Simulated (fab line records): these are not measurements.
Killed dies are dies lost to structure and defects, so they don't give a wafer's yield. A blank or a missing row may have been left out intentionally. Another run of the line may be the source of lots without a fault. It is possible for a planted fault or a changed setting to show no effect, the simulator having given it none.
Chamber matching + flow sfqLine + cmp-02 running SFQ_TRILAYER_I0_CMP_CMP_028: 4 sister chambers
The step polishes SiO2. 8 wafers are shown with their chamber, then 8 later ones without.

== WAFERS, EACH WITH ITS CHAMBER ==
| wafer  | chamber | motorCurrentA (A) | timeToEndpointS (s) |
|--------|---------|-------------------|---------------------|
| L794.6 | 2       | 10.3              | 219                 |
| L802.2 | 1       | 11.1              | 206                 |
| L807.5 | 3       | 10.9              | 219                 |
| L807.6 | 0       | 11.0              | 212                 |
| L809.3 | 1       | 12.0              | 215                 |
| L809.4 | 3       | 11.5              | 221                 |
| L809.5 | 2       | 10.3              | 215                 |
| L812.2 | 0       | 10.8              | 211                 |

== WAFERS WITHOUT THEIR CHAMBER ==
| wafer  | motorCurrentA (A) | timeToEndpointS (s) |
|--------|-------------------|---------------------|
| L812.3 | 11.7              | 210                 |
| L812.5 | 11.3              | 216                 |
| L813.2 | 11.5              | 219                 |
| L813.4 | 10.3              | 227                 |
| L813.5 | 11.5              | 224                 |
| L814.1 | 11.3              | 221                 |
| L814.4 | 11.2              | 217                 |
| L814.6 | 10.9              | 221                 |

== WHICH CHAMBER EACH ONE RAN IN ==
| wafer  | from the rows above               | in truth                   |
|--------|-----------------------------------|----------------------------|
| L812.3 | can't be placed: 1 or 0           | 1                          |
| L812.5 | can't be placed: 3 or 0 or 1 or 2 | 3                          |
| L813.2 | can't be placed: 3 or 1 or 0      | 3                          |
| L813.4 | can't be placed: 2 or 3 or 0      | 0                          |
| L813.5 | 3                                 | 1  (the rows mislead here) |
| L814.1 | 3                                 | 3                          |
| L814.4 | can't be placed: 3 or 0 or 1 or 2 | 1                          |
| L814.6 | can't be placed: 3 or 2 or 0      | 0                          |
Correct placement for 1 of the 8. Unplaceable from these rows: 6, with the true chamber sitting among the candidates in 6. Wrongly placed: 1.
How it was worked out, from the rows above alone: a wafer's distance from a chamber is the root of the sum, over the readings, of the square of ((its reading less the chamber's mean) divided by the reading's scatter). If the next closest chamber is less than 2 further off than the closest, the wafer can't be placed; otherwise it belongs to the closest. For every chamber, the mean is computed from those of its wafers that are shown. The scatter: take each reading less its chamber's mean, square it, sum over the shown wafers, divide by the number of wafers less the number of chambers, and take the root.
